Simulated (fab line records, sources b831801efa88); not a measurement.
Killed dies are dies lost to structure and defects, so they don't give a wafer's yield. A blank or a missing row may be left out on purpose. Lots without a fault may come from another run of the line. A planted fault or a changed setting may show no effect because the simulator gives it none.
Which tool did it? | flow gf180mcu | 14 lots, 42 wafers sampled, at 5 steps of a route of 602

WHAT THE GAUGES READ, wafer by wafer
GF_M1_RS_MEAS_05: measures by four-point-probe.
lot  | measured     | on            | M1_ALCU_RS (ohm/sq)
L372 | day 15 21:50 | film_metro-04 | 0.0713 0.0708 0.0714
L373 | day 16 09:19 | film_metro-04 | 0.0702 0.0694 0.0707
L374 | day 16 10:57 | film_metro-01 | 0.0703 0.0708 0.0698
L375 | day 17 05:16 | film_metro-02 | 0.0691 0.0692 0.0694
L376 | day 17 12:25 | film_metro-02 | 0.0695 0.0689 0.0693
L384 | day 20 11:05 | film_metro-02 | 0.0705 0.0703 0.0709
L385 | day 21 07:02 | film_metro-04 | 0.0696 0.0688 0.0688
L386 | day 21 16:11 | film_metro-02 | 0.0703 0.0706 0.0707
L387 | day 22 05:04 | film_metro-02 | 0.0683 0.0693 0.0682
L388 | day 22 18:19 | film_metro-04 | 0.0704 0.0696 0.0711
L390 | day 22 23:36 | film_metro-04 | 0.0695 0.0685 0.0688
L391 | day 23 08:35 | film_metro-04 | 0.0703 0.0695 0.0704
L393 | day 24 01:16 | film_metro-04 | 0.0692 0.0707 0.0709
L395 | day 24 11:32 | film_metro-02 | 0.0700 0.0700 0.0696

GF_M2_THK_MEAS_06: measures by xrf.
lot  | measured     | on            | M2_ALCU_THK (nm)
L372 | day 17 21:46 | film_metro-04 | 443 444 451
L373 | day 18 10:29 | film_metro-02 | 439 442 444
L374 | day 18 12:19 | film_metro-02 | 441 442 444
L375 | day 19 07:37 | film_metro-04 | 440 440 442
L376 | day 19 14:37 | film_metro-02 | 450 444 447
L384 | day 22 14:08 | film_metro-02 | 482 491 485
L385 | day 23 10:11 | film_metro-03 | 491 486 488
L386 | day 23 17:07 | film_metro-02 | 447 442 450
L387 | day 24 05:49 | film_metro-03 | 445 438 439
L388 | day 24 18:47 | film_metro-03 | 438 438 435
L390 | day 24 23:27 | film_metro-04 | 443 450 447
L391 | day 25 13:25 | film_metro-03 | 448 448 454
L393 | day 25 22:53 | film_metro-02 | 438 437 439
L395 | day 26 12:46 | film_metro-02 | 445 441 443

WHICH TOOL RAN EACH LOT (tool, then ch and the chambers of the sampled wafers, then the start)
lot  | GF_CONTACT_SPUTTER_23        | GF_V1_CVD_23                  | GF_M2_SPUTTER_04
L372 | pvd_sputter-02, day 15 20:58 | cvd_w-02 ch 0,1, day 17 20:49 | pvd_sputter-04, day 17 21:35
L373 | pvd_sputter-04, day 16 08:27 | cvd_w-01 ch 0,1, day 18 09:32 | pvd_sputter-02, day 18 10:19
L374 | pvd_sputter-03, day 16 10:07 | cvd_w-02 ch 0,1, day 18 11:23 | pvd_sputter-01, day 18 12:10
L375 | pvd_sputter-04, day 17 04:25 | cvd_w-01 ch 0,1, day 19 06:40 | pvd_sputter-04, day 19 07:27
L376 | pvd_sputter-03, day 17 11:33 | cvd_w-02 ch 0,1, day 19 13:40 | pvd_sputter-02, day 19 14:27
L384 | pvd_sputter-04, day 20 10:14 | cvd_w-01 ch 0, day 22 13:11   | pvd_sputter-02, day 22 13:58
L385 | pvd_sputter-03, day 21 06:10 | cvd_w-02 ch 0,1, day 23 09:15 | pvd_sputter-01, day 23 10:01
L386 | pvd_sputter-03, day 21 15:21 | cvd_w-02 ch 0,1, day 23 16:11 | pvd_sputter-02, day 23 16:57
L387 | pvd_sputter-02, day 22 04:14 | cvd_w-01 ch 0,1, day 24 04:53 | pvd_sputter-01, day 24 05:39
L388 | pvd_sputter-03, day 22 10:41 | cvd_w-02 ch 0, day 24 17:50   | pvd_sputter-01, day 24 18:37
L390 | pvd_sputter-04, day 22 22:43 | cvd_w-02 ch 0,1, day 24 22:32 | pvd_sputter-02, day 24 23:16
L391 | pvd_sputter-02, day 23 07:43 | cvd_w-02 ch 0,1, day 25 12:20 | pvd_sputter-01, day 25 13:15
L393 | pvd_sputter-02, day 24 00:25 | cvd_w-02 ch 0,1, day 25 21:58 | pvd_sputter-01, day 25 22:44
L395 | pvd_sputter-03, day 24 10:41 | cvd_w-02 ch 0,1, day 26 11:50 | pvd_sputter-01, day 26 12:36
- GF_CONTACT_SPUTTER_23: material TiN, target thk 10 nm, time 40 s.
- GF_V1_CVD_23: deposits W, target thk 350 nm, time 105.05 s.
- GF_M2_SPUTTER_04: material TiN, target thk 50 nm, time 41.7 s.

WHAT THE TOOLS THEMSELVES READ (means of the sampled wafers that have a number; where no wafer has one, the mark that the record gives instead)
GF_CONTACT_SPUTTER_23.
lot  | tool           | cathode_dc_power_W (W) | chamber_pressure_pa (Pa) | throttle_valve_pct (%)
L372 | pvd_sputter-02 | 4000.3                 | 4.998                    | 30.8
L373 | pvd_sputter-04 | 3999.9                 | 4.996                    | 28.6
L374 | pvd_sputter-03 | 3999.8                 | 4.997                    | 29.5
L375 | pvd_sputter-04 | 4000.3                 | 5.003                    | 28.6
L376 | pvd_sputter-03 | 4000.2                 | 4.992                    | 29.0
L384 | pvd_sputter-04 | 3999.3                 | 4.999                    | 28.8
L385 | pvd_sputter-03 | 3999.5                 | 5.009                    | 30.1
L386 | pvd_sputter-03 | 3999.7                 | 5.002                    | 29.6
L387 | pvd_sputter-02 | 4000.7                 | 4.986                    | 29.6
L388 | pvd_sputter-03 | 4000.0                 | 4.993                    | 29.2
L390 | pvd_sputter-04 | 4000.0                 | 5.006                    | 28.4
L391 | pvd_sputter-02 | 3999.7                 | 5.001                    | 30.8
L393 | pvd_sputter-02 | 3999.8                 | 5.006                    | 30.2
L395 | pvd_sputter-03 | 4000.1                 | 4.997                    | 29.7

GF_V1_CVD_23.
lot  | tool     | heater_power_w (W)
L372 | cvd_w-02 | 706
L373 | cvd_w-01 | 765
L374 | cvd_w-02 | 715
L375 | cvd_w-01 | 764
L376 | cvd_w-02 | 716
L384 | cvd_w-01 | 748
L385 | cvd_w-02 | 724
L386 | cvd_w-02 | 713
L387 | cvd_w-01 | 817
L388 | cvd_w-02 | 707
L390 | cvd_w-02 | 716
L391 | cvd_w-02 | 707
L393 | cvd_w-02 | 717
L395 | cvd_w-02 | 707

GF_M2_SPUTTER_04.
lot  | tool           | cathode_dc_power_W (W) | chamber_pressure_pa (Pa) | throttle_valve_pct (%)
L372 | pvd_sputter-04 | 6500.5                 | 0.3998                   | 28.6
L373 | pvd_sputter-02 | 6499.7                 | 0.4001                   | 30.6
L374 | pvd_sputter-01 | 6499.8                 | 0.3997                   | 30.2
L375 | pvd_sputter-04 | 6500.8                 | 0.3995                   | 29.0
L376 | pvd_sputter-02 | 6500.7                 | 0.4002                   | 30.6
L384 | pvd_sputter-02 | -                      | -                        | -
L385 | pvd_sputter-01 | -                      | -                        | -
L386 | pvd_sputter-02 | 6500.9                 | 0.3988                   | 29.5
L387 | pvd_sputter-01 | 6499.6                 | 0.4001                   | 30.9
L388 | pvd_sputter-01 | 6499.9                 | 0.3991                   | 30.1
L390 | pvd_sputter-02 | 6500.2                 | 0.4001                   | 30.5
L391 | pvd_sputter-01 | 6498.9                 | 0.3995                   | 30.8
L393 | pvd_sputter-01 | 6499.4                 | 0.3999                   | 30.3
L395 | pvd_sputter-01 | 6500.6                 | 0.3991                   | 31.0

THE ANSWER, worked out from the rows above alone
Rule: what is usual is taken from the lots themselves. Put in order of their means at a reading, lots are off if they are a third of the lots or fewer, leave a main group of 4 or more, and stand apart from it by a gap of 3 or more times the standard deviation of the main group's means; of several such gaps the widest counts. A main group whose means are all the same, to the digits that the tables above print for the reading, isn't used. A lot without any number at a reading at which 4 lots or more have one is off too. The other lots that the step has rows for count as sound. The gauges are gone through in route order, then the tools' own readings, and for those a lot's mean is taken as printed above. The first step at which some lot is off is used, and at that step the reading that is off furthest; a lot without a number counts as furthest.
Off: L384, L385, at GF_M2_THK_MEAS_06 (M2_ALCU_THK). The main group: mean 443 nm, standard deviation 3.8.
A tool fits if, at a process step before that reading, it ran every lot that is off, and no sound lot after the first of them. The gauges at GF_M2_THK_MEAS_06 aren't tried: what is off there is off at GF_M2_SPUTTER_04 too, on other tools, and a gauge's error can't cause that. None of those tried fits.

WHAT THE SIMULATOR HAD PUT IN
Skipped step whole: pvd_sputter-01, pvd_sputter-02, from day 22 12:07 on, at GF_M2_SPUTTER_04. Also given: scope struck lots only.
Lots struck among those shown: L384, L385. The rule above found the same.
